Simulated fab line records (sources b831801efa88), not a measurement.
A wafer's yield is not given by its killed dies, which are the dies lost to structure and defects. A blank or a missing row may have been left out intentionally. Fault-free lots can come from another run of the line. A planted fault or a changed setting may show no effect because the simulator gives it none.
What tool caused it? | flow gf180mcu | 33 wafers sampled from 11 lots at 1 step of a route of 602

WHAT THE GAUGES SHOWED, per wafer
GF_STI_BOW_MEAS_00. Usual: INCOMING_BOW typically reads 0 um, with standard deviation 6.5.
lot  | measured    | on            | INCOMING_BOW (um) | flag
L244 | day 1 10:01 | film-metro-04 | 7 7 3             |
L246 | day 1 20:00 | film-metro-04 | 15 9 7            |
L255 | day 3 17:02 | film-metro-03 | -5 -1 11          |
L256 | day 3 22:00 | film-metro-03 | 5 -4 10           |
L257 | day 4 03:02 | film-metro-01 | -8 10 -5          |
L258 | day 4 08:02 | film-metro-01 | -12 3 -4          |
L259 | day 4 13:00 | film-metro-04 | 12 3 10           |
L261 | day 4 23:00 | film-metro-03 | 1 1 -8            |
L262 | day 5 04:02 | film-metro-03 | 5 -8 -7           |
L263 | day 5 09:00 | film-metro-03 | 5 -12 -3          |
L265 | day 5 19:00 | film-metro-01 | 4 7 -1            |

WHICH TOOL RAN EACH LOT (tool, then ch and the chambers of the sampled wafers, then the start)
There is no process step in the record ahead of these readings.

AS READ BY THE TOOLS THEMSELVES (means over the sampled wafers that have a number; for cases with no such wafer, the mark the record gives instead)
The record holds no such reading with a usual standard deviation.

THE ANSWER, worked out from the rows above alone
Rule: a lot is off if the mean of its wafers that have a number lies more than 3 standard deviations from the usual mean. Also off: a lot with no number at a reading for which 4 or more lots have one. Where the step has rows for the other lots, those lots are counted as sound. The gauges are gone through in route order, then the tools' own readings, and for those a lot's mean is taken as printed above. At the first step where some lot is off, the reading lying furthest off is the one used; lots without a number count as furthest.
None of the lots is off at any reading shown; this tells nothing.

WHAT HAD BEEN PUT IN BY THE SIMULATOR
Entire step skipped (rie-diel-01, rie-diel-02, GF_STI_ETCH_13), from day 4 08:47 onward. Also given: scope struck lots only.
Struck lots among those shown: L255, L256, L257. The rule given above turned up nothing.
